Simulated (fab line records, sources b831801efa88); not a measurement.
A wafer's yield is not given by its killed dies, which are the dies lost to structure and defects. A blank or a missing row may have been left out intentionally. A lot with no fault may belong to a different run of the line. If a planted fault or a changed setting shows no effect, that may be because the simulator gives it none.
One fault seen from 2 desks ; flow gf180mcu ; every desk sees just its own numbers, and what lay behind them comes last

## AT THE METROLOGY DESK
Lot by lot, what the gauges showed, no matter which tool ran the lot: averages of those sampled wafers that carry a number. The brackets show how far a lot's mean lies from the usual mean; more than 4 standard deviations puts the lot out of limits, marked OUT.
Columns: A = V2_OVL at GF_V2_OVL_MEAS_15, usual 0 nm; B = V4_CVD_02_THK at GF_V4_THK_MEAS_03, usual 849 nm
lot;first seen here;A;B
L180;day 20 04:41;2;842
L181;day 20 17:25;-5;860
L182;day 21 09:40;2;860
L183;day 21 21:16;5;838
L184;day 22 04:50;-5;850
L193;day 25 00:37;-7;847
L194;day 25 17:32;2;850
L196;day 26 14:50;-15;849
L198;day 27 18:38;3;859
L199;day 27 19:20;1;842
L202;day 27 20:38;-12;859
L203;day 28 14:26;8;849
Finding of this desk: none of the 12 lots has anything out of limits.

## DESK OF THE TOOL OWNER: litho_track-03
The tool's own readings at GF_M2_DEVELOP_13 (develop time 60 s): means of the sampled wafers that have a number, for each lot that ran on this tool. The brackets show how far a lot's mean lies from the usual mean; more than 4 standard deviations puts the lot out of limits, marked OUT.
Columns: A = chill_plate_temp_C at GF_M2_DEVELOP_13, usual 23.02 C; B = exhaust_pa at GF_M2_DEVELOP_13, usual 44.8 Pa
lot;first seen here;A;B
L181;day 19 15:16;22.98;43.9
L184;day 21 03:38;23.03;44.9
L203;day 27 16:38;22.94;45.7
Finding of this desk: none of the 3 lots has anything out of limits.

## ALL TOGETHER
At the metrology desk, nothing out of limits was observed.
Nothing out of limits was seen by the tool owner's desk.

## WHAT THE SIMULATOR HAD INSERTED
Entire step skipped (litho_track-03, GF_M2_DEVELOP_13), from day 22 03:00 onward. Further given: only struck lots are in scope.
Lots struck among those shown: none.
